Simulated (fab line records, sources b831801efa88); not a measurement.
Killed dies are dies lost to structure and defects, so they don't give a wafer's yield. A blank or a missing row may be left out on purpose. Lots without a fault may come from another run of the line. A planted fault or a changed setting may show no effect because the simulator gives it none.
Which tool did it? | flow gf180mcu | 6 lots, 18 wafers sampled, at 3 steps of a route of 602

WHAT THE GAUGES READ, wafer by wafer
GF_CONTACT_OVL_MEAS_15.
lot  | measured     | on         | CONTACT_OVL (nm)
L261 | day 16 16:27 | overlay-02 | -2 2 4
L267 | day 18 03:55 | overlay-01 | 4 4 3
L269 | day 18 21:50 | overlay-01 | 1 3 -2
L271 | day 19 15:04 | overlay-02 | 2 5 5
L279 | day 23 10:16 | overlay-02 | 4 1 6
L282 | day 23 22:43 | overlay-01 | -1 3 1

WHICH TOOL RAN EACH LOT (tool, then ch and the chambers of the sampled wafers, then the start)
lot  | GF_SALICIDE_SPUTTER_02       | GF_CONTACT_CMP_04
L261 | pvd_sputter-03, day 15 17:50 | cmp-01 ch 1,2, day 15 18:35
L267 | pvd_sputter-04, day 17 04:01 | cmp-01 ch 0,2,3, day 17 04:47
L269 | pvd_sputter-03, day 17 21:04 | cmp-02 ch 0,1,3, day 17 22:14
L271 | pvd_sputter-03, day 18 14:18 | cmp-01 ch 0,2, day 18 15:07
L279 | pvd_sputter-04, day 22 10:19 | cmp-02 ch 0,1,3, day 22 11:16
L282 | pvd_sputter-03, day 22 23:16 | cmp-01 ch 0,1,3, day 23 00:05
- GF_SALICIDE_SPUTTER_02: material Co, target thk 10 nm, time 20 s.
- GF_CONTACT_CMP_04: polishes SiO2.

THE ANSWER, worked out from the rows above alone
Rule: what is usual is taken from the lots themselves. Put in order of their means at a reading, lots are off if they are a third of the lots or fewer, leave a main group of 4 or more, and stand apart from it by a gap of 3 or more times the standard deviation of the main group's means; of several such gaps the widest counts. A main group whose means are all the same, to the digits that the tables above print for the reading, isn't used. A lot without any number at a reading at which 4 lots or more have one is off too. The other lots that the step has rows for count as sound.
No lot is off at any reading shown: from this, nothing can be told.

WHAT THE SIMULATOR HAD PUT IN
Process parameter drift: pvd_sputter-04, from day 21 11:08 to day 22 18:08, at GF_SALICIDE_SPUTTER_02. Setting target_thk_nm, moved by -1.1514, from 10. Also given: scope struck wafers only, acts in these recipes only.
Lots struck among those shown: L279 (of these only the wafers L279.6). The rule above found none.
